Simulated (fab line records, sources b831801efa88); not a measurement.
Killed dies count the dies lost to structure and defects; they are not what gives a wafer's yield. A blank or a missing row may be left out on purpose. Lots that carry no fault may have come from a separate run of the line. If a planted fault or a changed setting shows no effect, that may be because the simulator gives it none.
Which of the tools did it? ; flow sky130 ; 13 lots, 39 wafers sampled, at 5 steps of a route of 708

== WHAT EACH GAUGE READ, for each wafer ==
SKY_LDD_LDN_OVL_MEAS_07.
lot;measured;on;LDD_LDN_OVL (nm)
L900;day 22 01:02;overlay-02;1.4 1.3 -0.1
L902;day 23 05:02;overlay-01;1.0 0.2 -1.4
L903;day 23 12:56;overlay-02;-1.7 -1.9 -1.6
L904;day 25 03:47;overlay-01;0.3 -0.3 1.7
L908;day 25 16:32;overlay-01;-0.3 1.0 0.7
L911;day 26 13:05;overlay-02;1.4 2.4 2.0
L912;day 26 22:31;overlay-01;-0.9 -0.8 -1.0
L917;day 29 03:29;overlay-01;-1.2 -0.3 -0.6
L915;day 29 05:50;overlay-01;-2.3 -3.1 -2.7
L920;day 30 07:23;overlay-02;-0.1 -0.1 -0.9
L921;day 30 20:23;overlay-01;-1.3 0.2 -0.5
L923;day 30 20:59;overlay-02;-2.1 -3.2 -3.3
L922;day 31 02:23;overlay-01;-0.7 -0.6 -0.8

SKY_POLY_CUT_OVL_MEAS_09.
lot;measured;on;POLY_CUT_OVL (nm)
L900;day 23 12:45;overlay-01;1 2 4
L902;day 24 13:35;overlay-01;-9 -3 -6
L903;day 24 23:01;overlay-02;-1 -10 -2
L904;day 26 11:27;overlay-01;-4 1 -7
L908;day 27 00:48;overlay-01;5 -2 4
L911;day 27 20:26;overlay-02;0 5 1
L912;day 28 05:44;overlay-02;1 0 7
L917;day 30 10:26;overlay-01;-3 4 3
L915;day 30 12:57;overlay-01;4 -2 7
L920;day 31 15:20;overlay-02;10 8 11
L921;day 32 02:15;overlay-02;2 7 7
L923;day 32 03:52;overlay-02;1 -2 1
L922;day 32 08:48;overlay-02;-8 -3 -2

SKY_RES_XHIGH_TW_MEAS_09.
lot;measured;on;RES_XHIGH_TW
L900;day 25 23:26;film_metro-02;1646 1648 1655
L902;day 26 23:04;film_metro-02;1639 1644 1654
L903;day 27 08:38;film_metro-03;1627 1627 1621
L904;day 28 20:37;film_metro-02;1649 1650 1647
L908;day 29 10:37;film_metro-03;1627 1628 1628
L911;day 30 06:11;film_metro-02;30 30 30
L912;day 30 13:44;film_metro-04;30 30 30
L917;day 32 18:49;film_metro-04;1626 1626 1626
L915;day 32 21:23;film_metro-02;1658 1658 1647
L920;day 33 21:56;film_metro-03;1630 1634 1634
L921;day 34 06:35;film_metro-02;1666 1668 1665
L923;day 34 08:21;film_metro-02;1659 1663 1669
L922;day 34 13:56;film_metro-02;1657 1650 1661

== TOOL THAT RAN EACH LOT (tool first, then ch and the chambers of the sampled wafers, then the start) ==
lot;SKY_SD_P_STRIP_10;SKY_RES_XHIGH_DEVELOP_06
L900;plasma_asher-04 ch 1, day 24 18:53;litho_track-02 ch 0, day 25 23:02
L902;plasma_asher-03 ch 0,1, day 25 18:14;litho_track-01 ch 0, day 26 22:40
L903;plasma_asher-02 ch 0,1, day 26 03:44;litho_track-01 ch 0, day 27 08:15
L904;plasma_asher-04 ch 0,1, day 27 15:56;litho_track-04 ch 0, day 28 20:14
L908;plasma_asher-03 ch 0,1, day 28 05:59;litho_track-01 ch 0, day 29 10:13
L911;plasma_asher-03 ch 0,1, day 29 01:59;litho_track-02 ch 0, day 30 05:47
L912;plasma_asher-04 ch 0,1, day 29 10:08;litho_track-02 ch 0, day 30 13:20
L917;plasma_asher-03 ch 0,1, day 31 15:14;litho_track-04 ch 0, day 32 18:25
L915;plasma_asher-03 ch 0,1, day 31 17:16;litho_track-01 ch 0, day 32 21:00
L920;plasma_asher-03 ch 0,1, day 32 19:23;litho_track-02 ch 0, day 33 21:32
L921;plasma_asher-03 ch 0,1, day 33 04:43;litho_track-01 ch 0, day 34 06:11
L923;plasma_asher-03 ch 0,1, day 33 06:08;litho_track-02 ch 0, day 34 07:58
L922;plasma_asher-04 ch 0,1, day 33 11:37;litho_track-02 ch 0, day 34 13:32
- SKY_SD_P_STRIP_10: strips in O2/N2.
- SKY_RES_XHIGH_DEVELOP_06: develop time 60 s.

== AS READ BY THE TOOLS THEMSELVES (means over the sampled wafers that have a number; for cases with no such wafer, the mark the record gives instead) ==
SKY_SD_P_STRIP_10.
lot;tool;drypump_motor_current_A (A);oes_product_au (a.u.);strip_time_to_endpoint_s (s)
L900;plasma_asher-04;6.0;0.614;17.48
L902;plasma_asher-03;5.7;0.620;17.56
L903;plasma_asher-02;5.2;0.620;17.50
L904;plasma_asher-04;6.0;0.622;17.55
L908;plasma_asher-03;5.6;0.616;17.54
L911;plasma_asher-03;5.6;0.616;17.51
L912;plasma_asher-04;6.0;0.616;17.51
L917;plasma_asher-03;5.7;0.620;17.48
L915;plasma_asher-03;5.7;0.616;17.46
L920;plasma_asher-03;5.6;0.617;17.49
L921;plasma_asher-03;5.7;0.621;17.50
L923;plasma_asher-03;5.6;0.620;17.44
L922;plasma_asher-04;6.0;0.614;17.48

== THE ANSWER, worked out from the rows above alone ==
Rule: what is usual is taken from the lots themselves. The widest of any qualifying gaps counts: lots, ordered by their means at a reading, are off when they make up no more than a third of the lots, leave a main group of 4 or more, and stand apart from it by 3 or more times the standard deviation of that group's means. If all means in a main group match to the digits the tables above print for the reading, that group is not used. A lot without any number at a reading at which 4 lots or more have one is off too. Any other lot the step has rows for is counted as sound. After the gauges, taken in route order, come the tools' own readings; for these a lot's mean is taken, as printed above. At the first step where some lot is off, the reading lying furthest off is the one used; lots without a number count as furthest.
Off: at SKY_RES_XHIGH_TW_MEAS_09 (RES_XHIGH_TW), L911, L912. The main group has a mean of 1645 with a standard deviation of 14.
If a tool, at a process step before that reading, ran all the lots that are off and no sound lot after the first of them, it fits. Gauges at SKY_RES_XHIGH_TW_MEAS_09: tried the same way as those tools. None of those tried fits.

== WHAT HAD BEEN PUT IN BY THE SIMULATOR ==
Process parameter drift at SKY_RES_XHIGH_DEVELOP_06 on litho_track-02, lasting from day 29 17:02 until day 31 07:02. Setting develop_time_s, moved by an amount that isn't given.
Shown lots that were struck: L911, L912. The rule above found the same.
